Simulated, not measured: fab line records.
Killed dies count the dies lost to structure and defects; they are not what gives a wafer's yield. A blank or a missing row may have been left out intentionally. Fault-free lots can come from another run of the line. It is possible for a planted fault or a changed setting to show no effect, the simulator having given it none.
fab line records	flow gf180mcu
record: lots: 24	wafers: 72	lastDay: 34
route steps=602 shown MVSD@73 VT_IMPLANT@110 V1@357 M2@378 M5@536 V5@544
lots that met no fault: from a run of the same line without faults
startH: start of the lot's first displayed wafer, in hours after the record's first day	waitH: hours since the lot's step before	" identical to the entry in the row above	L1.1+2: a row that stands for several wafers	- no value, or no start was given	* or withheld: withheld	< > ~ a bound
route shown NAME@n: names a module that has steps shown in the file, with the first one's number in the route	usual: mean and standard deviation over wafers with no fault	same: alike in all rows	chamber/n: place in a boat	sites: the reading at each site	_std_site: the standard deviation of these	_edge_site: outer sites' mean less inner sites'	radiusMm: for every site, how far away it sits from the centre of the wafer	mask NAME#n: copy n	behind: the most recent tool/chamber to have shaped the wafer	hold: reason for holding the lot/hours on hold/outcome of the hold	device: which transistor (n, p or np) failed to switch	end of line: tests of these same wafers at the route's end	a step given without rows: its recipe and nothing more	killed: count of dies lost to structure and defects at first sort (not the wafer's yield)	map: per-die view of a wafer (x killed, . not killed, _ where there is no die)
set.NAME: the setting the step ran with; set.NAME@STEP: the setting that earlier step ran with	model.NAME: the simulator's own value behind a step, which no gauge read
a sample of lots followed through the steps of the route, with each step as a table and each wafer as a row
services: the hour from which a tool's chamber was out of use, counted from the record's first day as startH (under 0 if before that day), plus the number of hours and why
== steps ==
step: GF_MVSD_OVL_MEAS_07
usual: MVSD_OVL: -0.6/1.3
lot.wafer	tool	chamber	startH	waitH	MVSD_OVL[nm]
L074.1	overlay-01	-	82.14	-	1.3
L074.5	"	-	"	"	-3.0
L074.6	"	-	"	"	-0.2
L075.1	overlay-01	-	90.29	-	-0.4
L075.2	"	-	"	"	-1.9
L075.5	"	-	"	"	-1.6
L076.1	overlay-02	-	94.56	-	1.5
L076.3	"	-	"	"	1.0
L076.5	"	-	"	"	2.0
L077.2	overlay-02	-	100.15	-	0.3
L077.3	"	-	"	"	1.1
L077.6	"	-	"	"	1.0
L078.1	overlay-01	-	105.49	-	-3.2
L078.3	"	-	"	"	-2.7
L078.6	"	-	"	"	-3.7
L079.1	overlay-01	-	109.99	-	0.5
L079.2	"	-	"	"	-0.5
L079.6	"	-	"	"	-0.9
L080.1	overlay-01	-	117.24	-	0.1
L080.5	"	-	"	"	0.6
L080.6	"	-	"	"	0.1
L081.2	overlay-01	-	127.87	-	-0.7
L081.4	"	-	"	"	0.8
L081.5	"	-	"	"	-0.7
L082.1	overlay-01	-	131.74	-	0.6
L082.4	"	-	"	"	-1.2
L082.6	"	-	"	"	-0.1
L083.2	overlay-01	-	135.70	-	-0.6
L083.3	"	-	"	"	-0.2
L083.6	"	-	"	"	-3.5
L084.1	overlay-01	-	139.31	-	-1.3
L084.3	"	-	"	"	0.0
L084.6	"	-	"	"	0.3
L085.3	overlay-01	-	146.60	-	0.1
L085.5	"	-	"	"	-2.6
L085.6	"	-	"	"	-0.8
L086.1	overlay-01	-	151.19	-	0.4
L086.3	"	-	"	"	2.1
L086.6	"	-	"	"	0.1
L087.1	overlay-01	-	156.84	-	-0.2
L087.3	"	-	"	"	-0.6
L087.4	"	-	"	"	-1.5
L088.2	overlay-02	-	162.85	-	1.1
L088.3	"	-	"	"	-1.4
L088.6	"	-	"	"	-1.0
L089.1	overlay-01	-	170.39	-	-2.4
L089.4	"	-	"	"	-2.5
L089.5	"	-	"	"	-1.8
L090.1	overlay-02	-	173.29	-	-0.7
L090.2	"	-	"	"	-0.4
L090.6	"	-	"	"	-2.1
L091.3	overlay-01	-	180.90	-	-3.9
L091.5	"	-	"	"	-1.1
L091.6	"	-	"	"	-3.5
L092.1	overlay-02	-	191.89	-	-0.8
L092.2	"	-	"	"	0.6
L092.6	"	-	"	"	0.6
L093.2	overlay-01	-	193.02	-	-1.6
L093.5	"	-	"	"	-0.7
L093.6	"	-	"	"	-2.5
L094.3	overlay-01	-	201.35	-	-0.2
L094.4	"	-	"	"	0.1
L094.6	"	-	"	"	-0.6
L096.1	overlay-02	-	212.13	-	1.1
L096.4	"	-	"	"	1.8
L096.5	"	-	"	"	-1.3
L095.2	overlay-01	-	212.84	-	-0.5
L095.3	"	-	"	"	0.1
L095.6	"	-	"	"	-0.7
L097.1	overlay-02	-	216.73	-	-2.1
L097.4	"	-	"	"	0.2
L097.6	"	-	"	"	-1.7
step: GF_VT_IMPLANT_STRIP_20
recipe: chemistry: O2/N2	powerW: 1400	pressureMtorr: 1500	platenTempC: 250	o2FlowSccm: 3000	n2FlowSccm: 300	overashFraction: 0.5
usual: chamberPressureMTorr: 1500.0/1.4	drypumpMotorCurrentA: 5.76/0.19	heaterPowerW: 341/14	n2FlowSccm: 299.8/0.92	oesProductAu: 0.716/0.0045	stripTimeToEndpointS: 12.65/0.037
lot.wafer	tool	chamber	startH	waitH	chamberPressureMTorr	drypumpMotorCurrentA	heaterPowerW	n2FlowSccm	oesProductAu	rfHoursCounterH	stripTimeToEndpointS
L074.1	plasmaAsher-01	0	125.53	0.1	1499.1	5.99	333	300.2	0.713	45	12.62
L074.5	"	1	"	"	1499.4	5.59	335	300.8	0.714	-	12.57
L074.6	"	0	"	"	1501.6	6.00	327	299.1	0.720	-	12.59
L075.1	plasmaAsher-01	1	133.58	0.1	1500.0	5.60	339	299.8	0.714	46	12.67
L075.2	"	0	"	"	1499.8	6.01	335	299.8	0.721	46	12.69
L075.5	"	1	"	"	1501.4	5.59	348	299.7	0.713	-	12.60
L076.1	plasmaAsher-01	1	138.58	0.1	1501.4	5.59	349	301.4	0.713	46	12.60
L076.3	"	1	"	"	1499.7	5.58	344	302.0	0.717	-	12.58
L076.5	"	1	"	"	1499.1	5.57	342	301.8	0.719	-	12.59
L077.2	plasmaAsher-03	1	144.90	0.1	1499.6	5.63	321	300.4	0.722	52	12.62
L077.3	"	0	"	"	1497.7	5.89	340	299.1	0.717	-	12.61
L077.6	"	1	"	"	1501.3	5.59	324	300.3	0.715	-	12.60
L078.1	plasmaAsher-01	0	149.93	0.1	1501.2	5.97	329	300.4	0.712	48	12.58
L078.3	"	1	"	"	1500.0	5.57	346	300.1	0.717	-	12.62
L078.6	"	1	"	"	1499.5	5.58	343	300.3	0.712	-	12.54
L079.1	plasmaAsher-03	1	155.33	0.1	1500.4	5.65	326	298.8	0.716	53	12.69
L079.2	"	0	"	"	1501.5	5.88	341	301.7	0.713	53	12.67
L079.6	"	1	"	"	1499.5	5.67	325	299.4	0.721	-	12.66
L080.1	plasmaAsher-03	0	164.45	0.1	1501.2	5.85	344	299.6	0.718	54	12.61
L080.5	"	1	"	"	1500.6	5.62	317	299.1	0.715	-	12.64
L080.6	"	0	"	"	1499.1	5.79	344	299.1	0.718	-	12.65
L081.2	plasmaAsher-03	0	175.70	0.1	1499.0	5.80	347	298.5	0.719	55	12.67
L081.4	"	0	"	"	1499.2	5.85	348	299.0	0.726	-	12.65
L081.5	"	0	"	"	1501.1	5.81	349	296.7	0.715	-	12.65
L082.1	plasmaAsher-01	0	179.63	0.1	1498.4	5.99	339	298.9	0.716	50	12.65
L082.4	"	0	"	"	1497.8	6.00	329	299.5	0.709	-	12.68
L082.6	"	1	"	"	1501.3	5.60	347	300.4	0.711	-	12.66
L083.2	plasmaAsher-04	1	183.80	0.1	1500.5	5.48	367	298.4	0.713	39	12.57
L083.3	"	1	"	"	1501.1	5.50	374	299.6	0.711	-	12.60
L083.6	"	1	"	"	1499.8	5.49	355	298.7	0.717	-	12.60
L084.1	plasmaAsher-03	1	189.65	0.1	1500.1	5.63	328	301.3	0.721	57	12.66
L084.3	"	1	"	"	1500.2	5.63	324	300.6	0.716	-	12.68
L084.6	"	0	"	"	1499.3	5.88	336	299.7	0.716	-	12.67
L085.3	plasmaAsher-03	1	197.33	0.1	1499.1	5.56	328	298.5	0.713	-	12.65
L085.5	"	0	"	"	1498.4	5.83	345	299.6	0.713	-	12.65
L085.6	"	1	"	"	1498.5	5.67	320	299.5	0.722	-	12.65
L086.1	plasmaAsher-01	0	202.20	0.1	1501.3	6.01	327	300.2	0.710	53	12.66
L086.3	"	1	"	"	1501.1	5.59	340	300.7	0.712	-	12.64
L086.6	"	1	"	"	1500.2	5.59	338	299.2	0.710	-	12.62
L087.1	plasmaAsher-01	1	207.60	0.1	1501.0	5.59	345	299.9	0.717	53	12.68
L087.3	"	0	"	"	1498.9	6.01	336	300.0	0.720	-	12.70
L087.4	"	1	"	"	1499.6	5.59	349	299.1	0.717	-	12.70
L088.2	plasmaAsher-03	1	215.73	0.1	1503.0	5.59	323	300.7	0.714	59	12.72
L088.3	"	1	"	"	1499.8	5.60	319	299.2	0.715	-	12.69
L088.6	"	0	"	"	1502.0	5.82	339	300.1	0.717	-	12.64
L089.1	plasmaAsher-04	0	222.30	0.1	1498.7	5.94	363	299.5	0.715	43	12.66
L089.4	"	0	"	"	1498.6	5.95	358	300.8	0.713	-	12.63
L089.5	"	1	"	"	1498.6	5.49	363	299.0	0.712	-	12.62
L090.1	plasmaAsher-01	0	227.40	0.1	1500.0	6.00	337	298.0	0.717	55	12.67
L090.2	"	1	"	"	1499.4	5.61	352	300.7	0.717	55	12.64
L090.6	"	1	"	"	1499.1	5.59	338	298.9	0.718	-	12.66
L091.3	plasmaAsher-01	0	235.23	0.1	1500.2	6.04	335	299.7	0.710	-	12.59
L091.5	"	1	"	"	1501.3	5.58	341	299.0	0.708	-	12.63
L091.6	"	0	"	"	1498.6	5.99	331	301.9	0.729	-	12.63
L092.1	plasmaAsher-04	0	247.30	0.1	1501.6	5.96	354	300.0	0.719	48	12.67
L092.2	"	1	"	"	1499.3	5.52	359	298.8	0.711	48	12.65
L092.6	"	0	"	"	1498.4	5.97	363	298.3	0.720	-	12.65
L093.2	plasmaAsher-01	0	247.78	0.1	1499.8	6.00	324	300.0	0.710	58	12.63
L093.5	"	1	"	"	1499.9	5.60	343	298.0	0.712	-	12.59
L093.6	"	0	"	"	1501.3	6.01	334	300.1	0.718	-	12.67
L094.3	plasmaAsher-04	1	256.93	0.1	1500.1	5.49	355	300.1	0.710	-	12.66
L094.4	"	0	"	"	1499.9	5.95	356	298.6	0.718	-	12.69
L094.6	"	1	"	"	1502.4	5.47	367	301.6	0.723	-	12.67
L096.1	plasmaAsher-04	0	267.60	0.1	1501.0	5.97	373	299.4	0.715	50	12.69
L096.4	"	1	"	"	1499.5	5.50	370	298.2	0.714	-	12.65
L096.5	"	1	"	"	1500.1	5.48	370	298.3	0.720	-	12.65
L095.2	plasmaAsher-03	0	267.90	0.1	1498.0	5.84	346	299.6	0.722	64	12.66
L095.3	"	1	"	"	1500.7	5.60	322	301.8	0.716	-	12.63
L095.6	"	1	"	"	1500.7	5.55	314	301.7	0.710	-	12.64
L097.1	plasmaAsher-01	0	273.75	0.1	1499.4	5.99	334	300.0	0.714	61	12.65
L097.4	"	0	"	"	1497.9	6.01	329	299.7	0.708	-	12.63
L097.6	"	0	"	"	1499.1	5.98	338	300.5	0.721	-	12.67
step: GF_V1_SPUTTER_22
recipe: material: TiN	targetThkNm: 10	chamberPressurePa: 5	powerW: 4000	timeS: 40
usual: throttleValvePct: 30.3/1.1
lot.wafer	tool	chamber	startH	waitH	throttleValvePct
L074.1	pvdSputter-03	-	414.61	0.0	29.9
L074.5	"	-	"	"	30.0
L074.6	"	-	"	"	29.8
L075.1	pvdSputter-03	-	427.62	0.0	29.9
L075.2	"	-	"	"	29.9
L075.5	"	-	"	"	28.8
L076.1	pvdSputter-02	-	433.05	0.0	32.7
L076.3	"	-	"	"	30.7
L076.5	"	-	"	"	31.1
L077.2	pvdSputter-02	-	444.64	0.0	31.3
L077.3	"	-	"	"	31.3
L077.6	"	-	"	"	31.3
L078.1	pvdSputter-02	-	452.72	0.0	33.1
L078.3	"	-	"	"	30.5
L078.6	"	-	"	"	31.3
L079.1	pvdSputter-01	-	460.54	0.0	30.2
L079.2	"	-	"	"	30.1
L079.6	"	-	"	"	30.2
L080.1	pvdSputter-02	-	470.22	0.0	31.1
L080.5	"	-	"	"	32.5
L080.6	"	-	"	"	30.7
L081.2	pvdSputter-03	-	489.07	0.0	29.6
L081.4	"	-	"	"	30.0
L081.5	"	-	"	"	29.7
L082.1	pvdSputter-02	-	494.51	0.0	31.5
L082.4	"	-	"	"	30.7
L082.6	"	-	"	"	31.0
L083.2	pvdSputter-03	-	504.65	0.0	30.0
L083.3	"	-	"	"	29.2
L083.6	"	-	"	"	29.1
L084.1	pvdSputter-01	-	506.23	0.0	28.2
L084.3	"	-	"	"	30.0
L084.6	"	-	"	"	30.1
L085.3	pvdSputter-02	-	516.69	0.0	31.2
L085.5	"	-	"	"	31.1
L085.6	"	-	"	"	31.1
L086.1	pvdSputter-03	-	521.09	0.0	28.7
L086.3	"	-	"	"	30.0
L086.6	"	-	"	"	29.4
L087.1	pvdSputter-03	-	530.62	0.0	30.1
L087.3	"	-	"	"	29.6
L087.4	"	-	"	"	29.0
L088.2	pvdSputter-03	-	540.10	0.0	29.8
L088.3	"	-	"	"	30.3
L088.6	"	-	"	"	30.0
L089.1	pvdSputter-02	-	548.94	0.0	30.6
L089.4	"	-	"	"	31.2
L089.5	"	-	"	"	31.0
L090.1	pvdSputter-03	-	553.69	0.0	28.8
L090.2	"	-	"	"	30.0
L090.6	"	-	"	"	29.8
L091.3	pvdSputter-03	-	561.19	0.0	30.0
L091.5	"	-	"	"	29.8
L091.6	"	-	"	"	29.9
L092.1	pvdSputter-02	-	580.12	0.0	31.2
L092.2	"	-	"	"	31.0
L092.6	"	-	"	"	31.2
L093.2	pvdSputter-01	-	581.04	0.0	30.6
L093.5	"	-	"	"	30.2
L093.6	"	-	"	"	28.2
L094.3	pvdSputter-03	-	586.51	0.0	30.0
L094.4	"	-	"	"	28.9
L094.6	"	-	"	"	29.7
L096.1	pvdSputter-01	-	600.53	0.0	30.0
L096.4	"	-	"	"	30.5
L096.5	"	-	"	"	28.3
L095.2	pvdSputter-03	-	602.59	0.0	29.9
L095.3	"	-	"	"	29.1
L095.6	"	-	"	"	28.8
L097.1	pvdSputter-03	-	609.69	0.0	30.0
L097.4	"	-	"	"	29.1
L097.6	"	-	"	"	29.9
step: GF_M2_METAL_ETCH_16
recipe: chemistry: Cl2/BCl3	maskMaterial: KrF	targetDepthNm: 627.5	stopOn: SiO2	pressureMtorr: 8	icpW: 800	biasW: 140	Cl2_flow_sccm: 80	bcl3FlowSccm: 40	timeS: 104.6
usual: chamberPressureMTorr: 8.000/0.0089	drypumpMotorCurrentA: 5.5/0.32	oesProductAu: 0.968/0.006	throttleValvePct: 28.254/0.0099
lot.wafer	tool	chamber	startH	waitH	chamberPressureMTorr	drypumpMotorCurrentA	oesProductAu	rfHoursCounterH	throttleValvePct
L074.1	rieMetal-03	0	439.99	0.0	8.002	5.7	0.967	6.8	28.267
L074.5	"	1	"	"	8.012	5.6	0.963	-	28.253
L074.6	"	0	"	"	7.998	5.7	0.969	-	28.267
L075.1	rieMetal-01	1	453.34	0.0	7.995	5.9	0.968	4.8	28.257
L075.2	"	0	"	"	7.997	5.2	0.973	2.5	28.239
L075.5	"	1	"	"	7.996	5.9	0.976	-	28.230
L076.1	rieMetal-02	0	457.84	0.0	8.006	5.1	0.964	6.1	28.257
L076.3	"	1	"	"	8.007	5.7	0.978	-	28.242
L076.5	"	0	"	"	8.004	5.1	0.963	-	28.264
L077.2	rieMetal-02	0	470.39	0.0	8.000	5.1	0.966	6.3	28.236
L077.3	"	0	"	"	8.014	5.1	0.962	-	28.260
L077.6	"	1	"	"	8.003	5.7	0.962	-	28.263
L078.1	rieMetal-01	1	477.64	0.0	7.999	6.0	0.970	5.5	28.252
L078.3	"	1	"	"	8.002	6.0	0.977	-	28.248
L078.6	"	0	"	"	8.006	5.2	0.966	-	28.248
L079.1	rieMetal-01	0	485.24	0.0	7.996	5.2	0.961	3.2	28.269
L079.2	"	1	"	"	7.995	6.0	0.963	5.6	28.261
L079.6	"	1	"	"	8.003	6.0	0.968	-	28.266
L080.1	rieMetal-01	1	494.96	0.0	8.010	6.0	0.973	5.9	28.249
L080.5	"	0	"	"	8.014	5.2	0.978	-	28.244
L080.6	"	1	"	"	8.008	6.0	0.968	-	28.242
L081.2	rieMetal-01	1	513.34	0.0	7.999	5.9	0.974	6.2	28.266
L081.4	"	0	"	"	7.988	5.2	0.966	-	28.264
L081.5	"	0	"	"	7.998	5.2	0.966	-	28.255
L082.1	rieMetal-01	1	518.76	0.0	8.014	5.9	0.978	6.3	28.263
L082.4	"	1	"	"	7.993	5.9	0.970	-	28.243
L082.6	"	0	"	"	7.998	5.2	0.970	-	28.271
L083.2	rieMetal-03	1	527.93	0.0	8.003	5.6	0.977	10.7	28.256
L083.3	"	1	"	"	7.991	5.6	0.972	-	28.255
L083.6	"	1	"	"	7.996	5.6	0.967	-	28.268
L084.1	rieMetal-02	0	530.36	0.0	7.991	5.1	0.972	7.7	28.240
L084.3	"	0	"	"	8.005	5.1	0.973	-	28.256
L084.6	"	0	"	"	7.995	5.1	0.978	-	28.263
L085.3	rieMetal-02	0	541.15	0.1	8.000	5.1	0.961	-	28.262
L085.5	"	0	"	"	8.005	5.1	0.970	-	28.252
L085.6	"	1	"	"	8.068	5.7	0.961	-	28.248
L086.1	rieMetal-03	1	545.01	0.0	7.994	5.6	0.963	11.1	28.251
L086.3	"	1	"	"	8.006	5.6	0.966	-	28.249
L086.6	"	1	"	"	7.996	5.6	0.971	-	28.258
L087.1	rieMetal-03	0	554.16	0.0	8.003	5.7	0.980	8.9	28.258
L087.3	"	0	"	"	8.001	5.7	0.959	-	28.265
L087.4	"	0	"	"	8.004	5.7	0.955	-	28.272
L088.2	rieMetal-01	1	563.43	0.0	8.012	5.9	0.971	7.7	28.252
L088.3	"	1	"	"	7.996	5.9	0.971	-	28.246
L088.6	"	1	"	"	8.007	5.9	0.969	-	28.233
L089.1	rieMetal-02	1	571.79	0.0	7.990	5.8	0.965	11.4	28.254
L089.4	"	1	"	"	7.994	5.7	0.970	-	28.246
L089.5	"	0	"	"	8.009	5.1	0.962	-	28.256
L090.1	rieMetal-02	0	580.49	0.0	8.001	5.1	0.965	8.9	28.245
L090.2	"	1	"	"	7.995	5.7	0.959	11.7	28.249
L090.6	"	0	"	"	7.989	5.1	0.973	-	28.278
L091.3	rieMetal-02	0	584.52	0.1	7.992	5.1	0.964	-	28.253
L091.5	"	1	"	"	8.005	5.8	0.969	-	28.264
L091.6	"	0	"	"	7.993	5.1	0.975	-	28.256
L092.1	rieMetal-01	0	602.18	0.0	8.003	5.2	0.961	6.5	28.243
L092.2	"	1	"	"	8.006	5.9	0.969	8.8	28.230
L092.6	"	0	"	"	7.998	5.2	0.972	-	28.270
L093.2	rieMetal-03	1	603.35	0.0	8.004	5.6	0.965	0.6	28.251
L093.5	"	1	"	"	8.007	5.6	0.971	-	28.247
L093.6	"	0	"	"	7.993	5.7	0.963	-	28.271
L094.3	rieMetal-01	0	608.67	0.1	7.993	5.2	0.968	-	28.265
L094.4	"	1	"	"	8.001	6.0	0.957	-	28.255
L094.6	"	0	"	"	8.010	5.2	0.967	-	28.248
L096.1	rieMetal-01	0	622.03	0.0	7.975	5.2	0.959	7.0	28.257
L096.4	"	0	"	"	7.988	5.2	0.972	-	28.261
L096.5	"	0	"	"	7.990	5.2	0.962	-	28.259
L095.2	rieMetal-02	1	624.33	0.0	7.996	5.8	0.969	13.0	28.250
L095.3	"	0	"	"	8.001	5.1	0.961	-	28.256
L095.6	"	1	"	"	8.008	5.7	0.964	-	28.254
L097.1	rieMetal-01	1	631.43	0.0	8.002	5.9	0.965	9.7	28.253
L097.4	"	0	"	"	8.006	5.2	0.975	-	28.240
L097.6	"	1	"	"	7.999	5.9	0.970	-	28.260
step: GF_M5_METAL_ETCH_10
recipe: chemistry: Cl2/BCl3	maskMaterial: KrF	targetDepthNm: 627.5	stopOn: SiO2	pressureMtorr: 8	icpW: 800	biasW: 140	Cl2_flow_sccm: 80	bcl3FlowSccm: 40	timeS: 104.6
usual: chamberPressureMTorr: 8.001/0.0081	drypumpMotorCurrentA: 5.54/0.29	oesProductAu: 0.971/0.0065	throttleValvePct: 28.251/0.0096
lot.wafer	tool	chamber	startH	waitH	chamberPressureMTorr	drypumpMotorCurrentA	oesProductAu	rfHoursCounterH	throttleValvePct
L074.1	rieMetal-03	0	609.61	0.0	7.988	5.68	0.965	11	28.249
L074.5	"	0	"	"	8.007	5.69	0.968	-	28.256
L074.6	"	1	"	"	8.012	5.57	0.956	-	28.269
L075.1	rieMetal-02	0	621.89	0.0	8.011	5.14	0.971	10	28.256
L075.2	"	1	"	"	7.999	5.76	0.978	13	28.253
L075.5	"	1	"	"	7.994	5.75	0.971	-	28.245
L076.1	rieMetal-03	1	626.09	0.0	7.992	5.60	0.975	1	28.252
L076.3	"	1	"	"	8.003	5.60	0.966	-	28.248
L076.5	"	1	"	"	7.999	5.58	0.973	-	28.259
L077.2	rieMetal-02	1	634.36	0.0	8.007	5.72	0.965	13	28.269
L077.3	"	1	"	"	8.016	5.77	0.967	-	28.244
L077.6	"	0	"	"	7.993	5.12	0.967	-	28.262
L078.1	rieMetal-01	1	641.96	0.0	8.009	5.95	0.974	10	28.251
L078.3	"	0	"	"	8.002	5.22	0.967	-	28.245
L078.6	"	1	"	"	7.999	5.96	0.965	-	28.247
L079.1	rieMetal-03	1	649.41	0.0	8.011	5.60	0.959	3	28.266
L079.2	"	1	"	"	8.003	5.59	0.974	-	28.276
L079.6	"	1	"	"	8.006	5.61	0.966	-	28.241
L080.1	rieMetal-01	1	655.89	0.0	7.994	5.92	0.972	11	28.267
L080.5	"	0	"	"	8.004	5.21	0.967	-	28.249
L080.6	"	1	"	"	7.994	5.93	0.976	-	28.256
L081.2	rieMetal-02	0	671.63	0.0	8.012	5.12	0.978	13	28.242
L081.4	"	0	"	"	7.999	5.10	0.969	-	28.246
L081.5	"	1	"	"	8.000	5.70	0.973	-	28.245
L082.1	rieMetal-02	1	674.58	0.0	8.007	5.72	0.967	0	28.251
L082.4	"	0	"	"	7.984	5.12	0.976	-	28.257
L082.6	"	1	"	"	7.992	5.72	0.962	-	28.256
L083.2	rieMetal-01	0	682.78	0.0	7.998	5.21	0.979	9	28.249
L083.3	"	1	"	"	8.003	5.95	0.980	-	28.249
L083.6	"	1	"	"	8.005	5.97	0.972	-	28.245
L084.1	rieMetal-01	1	685.03	0.0	8.007	5.96	0.974	12	28.261
L084.3	"	1	"	"	7.988	5.97	0.971	-	28.228
L084.6	"	0	"	"	7.997	5.22	0.966	-	28.257
L085.3	rieMetal-02	1	696.47	0.0	7.990	5.77	0.966	-	28.255
L085.5	"	0	"	"	7.999	5.11	0.982	-	28.249
L085.6	"	1	"	"	8.012	5.72	0.971	-	28.242
L086.1	rieMetal-01	0	698.83	0.0	8.005	5.23	0.979	10	28.243
L086.3	"	1	"	"	7.996	5.93	0.984	-	28.238
L086.6	"	0	"	"	7.987	5.21	0.984	-	28.256
L087.1	rieMetal-03	0	705.76	0.0	8.031	5.68	0.969	2	28.257
L087.3	"	1	"	"	8.000	5.59	0.968	-	28.254
L087.4	"	0	"	"	7.998	5.69	0.978	-	28.242
L088.2	rieMetal-02	1	717.37	0.0	7.989	5.68	0.955	-	28.249
L088.3	"	1	"	"	7.997	5.73	0.957	-	28.258
L088.6	"	1	"	"	7.991	5.75	0.962	-	28.246
L089.1	rieMetal-03	1	720.78	0.0	8.006	5.59	0.981	5	28.243
L089.4	"	0	"	"	8.002	5.69	0.973	-	28.253
L089.5	"	0	"	"	8.008	5.70	0.982	-	28.260
L090.1	rieMetal-02	0	728.53	0.0	8.000	5.13	0.973	0	28.256
L090.2	"	1	"	"	7.995	5.74	0.966	3	28.251
L090.6	"	0	"	"	7.999	5.14	0.967	-	28.247
L091.3	rieMetal-02	1	730.22	0.0	8.006	5.75	0.969	-	28.248
L091.5	"	1	"	"	8.005	5.76	0.967	-	28.252
L091.6	"	0	"	"	8.020	5.14	0.967	-	28.266
L092.1	rieMetal-02	0	746.34	0.0	8.000	5.14	0.967	1	28.278
L092.2	"	1	"	"	7.990	5.75	0.955	4	28.249
L092.6	"	0	"	"	8.000	5.14	0.964	-	28.230
L093.2	rieMetal-03	1	746.94	0.0	8.009	5.59	0.976	6	28.255
L093.5	"	0	"	"	7.994	5.70	0.965	-	28.250
L093.6	"	1	"	"	8.005	5.59	0.966	-	28.242
L094.3	rieMetal-02	1	750.12	0.0	7.996	5.74	0.972	-	28.246
L094.4	"	0	"	"	7.996	5.14	0.982	-	28.246
L094.6	"	1	"	"	8.016	5.80	0.976	-	28.265
L096.1	rieMetal-03	0	761.16	0.0	8.003	5.70	0.977	4	28.240
L096.4	"	1	"	"	7.994	5.58	0.981	-	28.247
L096.5	"	1	"	"	8.013	5.58	0.980	-	28.239
L095.2	rieMetal-02	0	763.13	0.0	7.994	5.12	0.980	2	28.265
L095.3	"	0	"	"	7.996	5.13	0.971	-	28.252
L095.6	"	0	"	"	7.999	5.14	0.971	-	28.247
L097.1	rieMetal-01	0	768.83	0.0	8.005	5.21	0.977	13	28.252
L097.4	"	1	"	"	7.997	5.93	0.976	-	28.248
L097.6	"	1	"	"	7.999	5.96	0.965	-	28.257
step: GF_V5_CMP_04
recipe: material: SiO2	downForcePsi: 4	platenRpm: 60	padVelocityMS: 0.94248
usual: motorCurrentA: 11.8/0.81	platenRpm: 60.00/0.036
lot.wafer	tool	chamber	startH	waitH	motorCurrentA	platenRpm
L074.1	cmp-01	1	610.78	0.3	13.3	60.00
L074.5	"	1	"	"	12.5	60.08
L074.6	"	2	"	"	12.1	59.93
L075.1	cmp-01	0	622.95	0.1	11.0	60.00
L075.2	"	1	"	"	12.1	60.06
L075.5	"	0	"	"	11.1	59.98
L076.3	cmp-02	0	627.33	0.1	12.0	59.99
L076.1	"	2	"	"	10.5	60.04
L076.5	"	0	"	"	12.1	60.02
L077.3	cmp-01	2	636.64	0.1	12.1	59.95
L077.2	"	0	"	"	11.8	59.98
L077.6	"	2	"	"	12.2	59.92
L078.1	cmp-01	2	642.99	0.1	11.8	59.96
L078.3	"	3	"	"	11.9	59.98
L078.6	"	1	"	"	12.8	60.03
L079.1	cmp-02	0	650.44	0.1	12.5	60.06
L079.2	"	3	"	"	13.1	59.97
L079.6	"	1	"	"	10.4	60.00
L080.1	cmp-01	1	656.96	0.2	12.2	59.97
L080.5	"	2	"	"	11.6	60.02
L080.6	"	3	"	"	11.6	60.11
L081.2	cmp-01	1	672.57	0.0	12.6	59.97
L081.4	"	0	"	"	11.4	59.98
L081.5	"	2	"	"	12.0	60.01
L082.1	cmp-01	0	675.53	0.1	11.3	60.01
L082.4	"	1	"	"	12.6	59.97
L082.6	"	1	"	"	12.5	59.96
L083.3	cmp-02	0	683.84	0.2	11.6	59.99
L083.2	"	3	"	"	13.1	60.02
L083.6	"	1	"	"	11.1	60.05
L084.1	cmp-01	3	685.95	0.1	10.7	60.00
L084.3	"	2	"	"	11.6	60.00
L084.6	"	0	"	"	11.7	60.03
L085.3	cmp-02	1	697.35	0.0	11.2	60.11
L085.5	"	1	"	"	10.5	60.00
L085.6	"	2	"	"	10.8	60.02
L086.1	cmp-01	0	699.75	0.1	12.3	59.97
L086.3	"	1	"	"	12.6	59.98
L086.6	"	1	"	"	12.1	59.97
L087.1	cmp-01	2	706.72	0.1	11.6	59.97
L087.4	"	3	"	"	11.7	60.00
L087.3	"	0	"	"	11.7	59.99
L088.3	cmp-01	0	718.42	0.1	11.4	60.02
L088.2	"	2	"	"	12.0	60.04
L088.6	"	3	"	"	11.8	59.96
L089.4	cmp-01	2	721.80	0.1	11.6	59.95
L089.1	"	3	"	"	11.5	60.09
L089.5	"	0	"	"	11.4	59.98
L090.1	cmp-02	0	729.78	0.4	12.1	60.01
L090.2	"	2	"	"	10.3	59.96
L090.6	"	0	"	"	12.0	60.02
L091.3	cmp-02	3	731.21	0.1	12.9	59.92
L091.6	"	1	"	"	10.2	59.99
L091.5	"	2	"	"	11.0	59.97
L092.1	cmp-01	3	747.31	0.1	11.8	59.95
L092.2	"	1	"	"	12.8	59.99
L092.6	"	2	"	"	11.6	60.01
L093.2	cmp-01	3	747.90	0.0	11.5	60.00
L093.6	"	3	"	"	11.7	59.99
L093.5	"	0	"	"	11.6	60.03
L094.3	cmp-02	2	751.00	0.0	10.7	59.97
L094.4	"	0	"	"	12.0	60.05
L094.6	"	3	"	"	13.9	60.02
L096.4	cmp-02	1	762.20	0.1	10.4	59.92
L096.1	"	3	"	"	13.0	59.99
L096.5	"	0	"	"	12.1	59.97
L095.3	cmp-02	1	764.05	0.0	11.0	59.96
L095.2	"	3	"	"	13.4	59.99
L095.6	"	2	"	"	11.1	60.00
L097.4	cmp-01	0	769.87	0.1	11.8	59.96
L097.1	"	1	"	"	13.1	60.03
L097.6	"	3	"	"	11.6	59.98
== services ==
tool	chamber	startH	hours	kind
cmp-01	-	125.97	1.9	repair
rieMetal-01	-	162.85	15.6	pm
rieMetal-01	-	191.15	0.2	repair
cmp-01	-	232.00	4.0	pm
cmp-01	-	238.22	0.2	repair
rieMetal-03	0	265.65	8.3	repair
rieMetal-02	0	306.51	2.8	repair
rieMetal-03	1	311.32	4.2	repair
rieMetal-01	0	320.09	27.0	repair
rieMetal-03	-	328.57	2.8	pm
cmp-01	-	383.74	12.0	pm
cmp-01	-	399.74	0.4	repair
cmp-01	-	411.89	3.2	pm
cmp-01	-	419.17	1.8	repair
rieMetal-03	1	470.26	12.0	repair
cmp-01	-	475.82	6.0	pm
rieMetal-03	-	519.26	1.5	repair
rieMetal-02	-	536.45	2.8	pm
cmp-01	-	545.81	2.9	repair
rieMetal-01	1	552.42	3.6	repair
cmp-01	-	572.00	4.0	pm
cmp-01	-	653.46	1.0	repair
cmp-01	-	704.04	0.3	repair
cmp-01	-	725.34	5.4	repair
== key ==
fault none
